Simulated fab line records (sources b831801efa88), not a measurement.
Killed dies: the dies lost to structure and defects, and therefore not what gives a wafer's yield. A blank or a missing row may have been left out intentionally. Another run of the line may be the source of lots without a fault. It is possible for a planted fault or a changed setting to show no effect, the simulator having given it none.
Comparing a struck lot with a sound one :: flow sky130 :: 20 out of 708 route steps
Sound: these wafers, L849.2, L849.3, L849.4. Struck: wafers L856.1, L856.4, L856.6. Last of all comes the cause.
Per side, at each step with rows, come the tool, then ch with its chambers, and then its first start. Under that, the readings that differ: sound wafers :: struck wafers :: difference of the means :: sigmas: that difference in standard deviations of wafers without a fault.
alike: same words and numbers on both sides, and readings whose means sit less than 2 such deviations apart. not compared: any withheld reading, any reading some wafer has no value for, any bound like >300 that may hide the same value, and any number with overlapping values for which the record gives no deviation.
Wherever a step has rows on one side only, a row that says differs or no value, or a row with sigmas, the two part there. Numbers that have no deviation but don't overlap get no sigmas and don't part them. Lack of a reading on every wafer of one side parts them only where that side has two or more wafers.

SKY_LDD_HVP_OVL_MEAS_07:
  struck on overlay-02, day 25 22:19; sound on overlay-01, day 23 04:04
  alike: LDD_HVP_OVL
following that, these wafers have no rows for 1 step: SKY_LDD_HVP_IMPLANT_08.
SKY_LDD_HVP_STRIP_09: strips in O2/N2.
  sound on plasma_asher-02 ch 0,1, day 23 04:15; struck on plasma_asher-04 ch 0,1, day 25 22:30
  alike: drypump_motor_current_A, oes_product_au, strip_time_to_endpoint_s
  not compared: rf_hours_counter_h
SKY_LDD_HVP_TW_MEAS_10:
  struck on film_metro-01, day 25 22:36; sound on film_metro-01, day 23 04:22
  alike: LDD_HVP_TW
then, 7 steps without rows for these wafers: SKY_LDD_LDN_DEHYDRATE_00 (time 60 s); SKY_LDD_LDN_HMDS_01 (prime time 60 s); SKY_LDD_LDN_COAT_02 (resist thk 1140 nm); SKY_LDD_LDN_SOFTBAKE_03 (time 60 s); SKY_LDD_LDN_EXPOSE_04 (exposes mask LDNTM, target cd 700 nm); SKY_LDD_LDN_PEB_05; SKY_LDD_LDN_DEVELOP_06 (develop time 60 s).
SKY_LDD_LDN_OVL_MEAS_07:
  struck on overlay-01, day 27 03:28; sound on overlay-01, day 24 09:52
  alike: LDD_LDN_OVL
SKY_LDD_LDN_IMPLANT_08:
  sound on implanter-04 ch 0, day 24 09:55; struck on implanter-04 ch 0, day 27 03:49
then, 3 steps without rows for these wafers: SKY_LDD_LDN_IMPLANT_09; SKY_LDD_LDN_IMPLANT_10; SKY_LDD_LDN_IMPLANT_11.
SKY_LDD_LDN_STRIP_12: strips in O2/N2.
  sound on plasma_asher-02 ch 0,1, day 24 10:30; struck on plasma_asher-03 ch 0,1, day 27 04:25
  alike: drypump_motor_current_A, oes_product_au, strip_time_to_endpoint_s
  not compared: rf_hours_counter_h
SKY_LDD_LDN_TW_MEAS_13:
  struck on film_metro-03, day 27 04:31; sound on film_metro-01, day 24 10:37
reading: LDD_LDN_TW
sound: 1470 1477 1481
struck: 1565 1574 1563
difference: +91
sigmas: +10
then, 1 step without rows for these wafers: SKY_LDD_LDN_CLEAN_14 (cleans in SC1/SC2, time 150 s).
-- the record jumps here: 22 days lie between the struck wafers' starts before and after (it left off in module LDD_LDN and takes up again in module PAD_OPEN, whose first step shown is number 708 of the route) --
SKY_PAD_OPEN_PROBE_99:
  struck on prober-02, day 48 17:41; sound on prober-02, day 46 22:25
reading: killed_at_other
sound: 0 0
struck: 2 2 1
difference: +2
sigmas: +3

reading: model.etest.tip_sonos.rs_ohm_sq
sound: 2728 2632
struck: 2344 2382 2375
difference: -313
sigmas: 
  alike: killed_at_M0_to_M3, killed_at_M4_up, killed_at_contacts, killed_at_front_end, killed_dies, killed_open, killed_short

== WHERE THEY PART ==
At SKY_LDD_LDN_TW_MEAS_13 first; at SKY_PAD_OPEN_PROBE_99 last (within this record only).

WHY: whatever the simulator had introduced
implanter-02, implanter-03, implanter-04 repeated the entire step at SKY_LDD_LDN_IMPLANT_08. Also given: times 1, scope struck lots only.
